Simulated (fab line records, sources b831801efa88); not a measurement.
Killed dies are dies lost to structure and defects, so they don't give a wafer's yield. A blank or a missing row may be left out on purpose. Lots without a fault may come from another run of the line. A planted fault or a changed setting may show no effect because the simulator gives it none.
Which tool did it? | flow sky130 | 11 lots, 33 wafers sampled, at 1 step of a route of 708

WHAT THE GAUGES READ, wafer by wafer
SKY_METAL2_CD_MEAS_15: target cd 140 nm.
lot  | measured     | on        | cd_nm (nm)
L389 | day 35 20:44 | cd_sem-01 | 140.6 140.5 140.4
L391 | day 36 05:44 | cd_sem-01 | 143.3 144.9 146.6
L392 | day 36 10:41 | cd_sem-01 | 139.2 138.3 138.5
L397 | day 38 03:10 | cd_sem-02 | 136.7 137.3 137.9
L400 | day 39 07:15 | cd_sem-02 | 139.4 135.9 137.7
L401 | day 39 16:04 | cd_sem-02 | 138.1 139.0 138.6
L402 | day 39 22:28 | cd_sem-02 | 139.7 139.7 140.9
L403 | day 40 05:56 | cd_sem-01 | 143.1 144.6 143.1
L405 | day 40 13:41 | cd_sem-01 | 141.5 142.9 141.3
L407 | day 41 06:21 | cd_sem-01 | 139.3 139.0 140.0
L408 | day 41 11:58 | cd_sem-02 | 142.5 140.8 141.3

WHICH TOOL RAN EACH LOT (tool, then ch and the chambers of the sampled wafers, then the start)
The record holds no process step before these readings.

THE ANSWER, worked out from the rows above alone
Rule: what is usual is taken from the lots themselves. Put in order of their means at a reading, lots are off if they are a third of the lots or fewer, leave a main group of 4 or more, and stand apart from it by a gap of 3 or more times the standard deviation of the main group's means; of several such gaps the widest counts. A main group whose means are all the same, to the digits that the tables above print for the reading, isn't used. A lot without any number at a reading at which 4 lots or more have one is off too. The other lots that the step has rows for count as sound.
No lot is off at any reading shown: from this, nothing can be told.

WHAT THE SIMULATOR HAD PUT IN
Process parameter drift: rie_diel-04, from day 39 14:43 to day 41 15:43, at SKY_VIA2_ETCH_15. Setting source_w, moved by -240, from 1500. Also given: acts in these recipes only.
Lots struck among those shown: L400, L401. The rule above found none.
